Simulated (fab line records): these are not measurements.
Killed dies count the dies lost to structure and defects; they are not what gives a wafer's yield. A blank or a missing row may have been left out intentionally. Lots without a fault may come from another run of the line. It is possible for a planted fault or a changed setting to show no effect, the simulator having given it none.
Comparing a struck lot with a sound one    flow sky130    14 out of 708 route steps
Sound: these wafers, L106.2, L106.3, L106.4. The struck wafers were L111.1, L111.5, L111.6. The cause comes at the end.
For every step that has rows: the tool of each side, followed by ch and its chambers, followed by its first start. Under that, the readings that differ: sound wafers    struck wafers    difference of the means    sigmas: that difference in standard deviations of wafers without a fault.
alike: readings whose means differ by less than 2 such deviations, and words and numbers that are the same on both sides. not compared: withheld readings, readings that some wafer has no value for, bounds like >300 that may hide the same value, and numbers for which the record gives no deviation and whose values overlap.
The two part at a step that has a row with sigmas, a row that says differs or no value, or rows on one side only. Numbers that have no deviation but don't overlap get no sigmas and don't part them. Lack of a reading on every wafer of one side parts them only where that side has two or more wafers.

SKY_LDD_HVP_TW_MEAS_10:
  sound on film-metro-03 at day 23 09:14; struck on film-metro-03 at day 25 18:37
  alike: LDD_HVP_TW
then, 7 steps without rows for these wafers: SKY_LDD_LDN_DEHYDRATE_00 (time 60 s); SKY_LDD_LDN_HMDS_01 (prime time 60 s); SKY_LDD_LDN_COAT_02 (resist thk 1140 nm); SKY_LDD_LDN_SOFTBAKE_03 (time 60 s); SKY_LDD_LDN_EXPOSE_04 (exposes mask LDNTM, target cd 700 nm); SKY_LDD_LDN_PEB_05; SKY_LDD_LDN_DEVELOP_06 (develop time 60 s).
SKY_LDD_LDN_OVL_MEAS_07:
  sound on overlay-01 at day 24 15:02; struck on overlay-02 at day 26 23:19
  alike: LDD_LDN_OVL
then, 3 steps without rows for these wafers: SKY_LDD_LDN_IMPLANT_08; SKY_LDD_LDN_IMPLANT_09; SKY_LDD_LDN_IMPLANT_10.
SKY_LDD_LDN_IMPLANT_11:
  sound on implanter-03 ch 0, day 24 15:32; struck on implanter-03 ch 0, day 26 23:49
reading        sound                             struck                          difference   sigmas
dose-ions-cm2  1.2479e+13 1.2496e+13 1.2493e+13  1.2308e+13 1.2303e+13 1.23e+13  -1.8567e+11  -12
  alike: faraday-current-uA
SKY_LDD_LDN_STRIP_12: strips in O2/N2.
  sound on plasma-asher-04 ch 0,1, day 24 15:40; struck on plasma-asher-02 ch 0,1, day 26 23:58
reading                      sound        struck       difference  sigmas
drypump-motor-current-A (A)  5.1 5.1 5.1  6.3 6.3 6.4  +1.2        +2
  alike: oes-product-au, strip-time-to-endpoint-s
  not compared: rf-hours-counter-h

WHERE THEY PART
First at SKY_LDD_LDN_IMPLANT_11; last, within this record, at SKY_LDD_LDN_STRIP_12.

WHY: the cause the simulator had injected
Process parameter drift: implanter-03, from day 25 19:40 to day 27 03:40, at SKY_LDD_LDN_IMPLANT_11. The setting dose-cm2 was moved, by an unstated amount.
